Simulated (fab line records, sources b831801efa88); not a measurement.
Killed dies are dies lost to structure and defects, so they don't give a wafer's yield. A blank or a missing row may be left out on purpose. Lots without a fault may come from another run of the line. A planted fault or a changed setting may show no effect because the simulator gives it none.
Which tool did it? | flow sky130 | 13 lots, 39 wafers sampled, at 2 steps of a route of 708

WHAT THE GAUGES READ, wafer by wafer
SKY_VIA1_CD_MEAS_12: target cd 150 nm. Usual: cd_nm 150.4 nm, standard deviation 1.7.
lot  | measured     | on        | cd_nm (nm)        | flag
L242 | day 33 23:55 | cd_sem-01 | 150.9 149.6 150.6 |
L243 | day 34 16:25 | cd_sem-02 | 150.8 152.3 151.3 |
L245 | day 35 12:00 | cd_sem-01 | 148.3 149.7 149.4 |
L246 | day 35 16:33 | cd_sem-01 | 152.2 155.0 153.7 |
L248 | day 36 06:11 | cd_sem-02 | 152.0 153.4 151.6 |
L250 | day 36 18:27 | cd_sem-02 | 147.8 147.8 148.1 |
L251 | day 37 05:55 | cd_sem-02 | 147.2 147.6 148.3 |
L252 | day 37 15:40 | cd_sem-02 | 149.5 147.4 147.8 |
L253 | day 37 16:25 | cd_sem-01 | 149.7 150.4 150.4 |
L255 | day 38 09:18 | cd_sem-02 | 152.1 151.0 151.5 |
L256 | day 38 18:32 | cd_sem-02 | 149.0 151.8 152.1 |
L264 | day 41 03:16 | cd_sem-02 | 150.8 151.7 151.1 |
L265 | day 41 14:55 | cd_sem-02 | 149.7 150.4 152.5 |

SKY_VIA1_OVL_MEAS_13. Usual: VIA1_OVL 2 nm, standard deviation 4.9.
lot  | measured     | on         | VIA1_OVL (nm) | flag
L242 | day 34 00:02 | overlay-01 | 6 2 7         |
L243 | day 34 16:32 | overlay-01 | 7 -1 -4       |
L245 | day 35 12:07 | overlay-02 | -7 -1 -4      |
L246 | day 35 16:40 | overlay-01 | 11 5 7        |
L248 | day 36 06:18 | overlay-02 | 11 11 7       |
L250 | day 36 18:32 | overlay-01 | 2 6 5         |
L251 | day 37 06:02 | overlay-01 | -2 -1 -1      |
L252 | day 37 15:46 | overlay-02 | -1 10 6       |
L253 | day 37 16:32 | overlay-01 | -9 -4 -2      |
L255 | day 38 09:25 | overlay-01 | 6 11 4        |
L256 | day 38 18:38 | overlay-02 | 3 -6 -4       |
L264 | day 41 03:23 | overlay-02 | -2 -2 5       |
L265 | day 41 15:02 | overlay-02 | 6 10 5        |

WHICH TOOL RAN EACH LOT (tool, then ch and the chambers of the sampled wafers, then the start)
The record holds no process step before these readings.

WHAT THE TOOLS THEMSELVES READ (means of the sampled wafers that have a number; where no wafer has one, the mark that the record gives instead)
The record holds no such reading with a usual standard deviation.

THE ANSWER, worked out from the rows above alone
Rule: a lot is off if the mean of its wafers that have a number lies more than 3 standard deviations from the usual mean. A lot without any number at a reading at which 4 lots or more have one is off too. The other lots that the step has rows for count as sound. The gauges are gone through in route order, then the tools' own readings, and for those a lot's mean is taken as printed above. The first step at which some lot is off is used, and at that step the reading that is off furthest; a lot without a number counts as furthest.
No lot is off at any reading shown: from this, nothing can be told.

WHAT THE SIMULATOR HAD PUT IN
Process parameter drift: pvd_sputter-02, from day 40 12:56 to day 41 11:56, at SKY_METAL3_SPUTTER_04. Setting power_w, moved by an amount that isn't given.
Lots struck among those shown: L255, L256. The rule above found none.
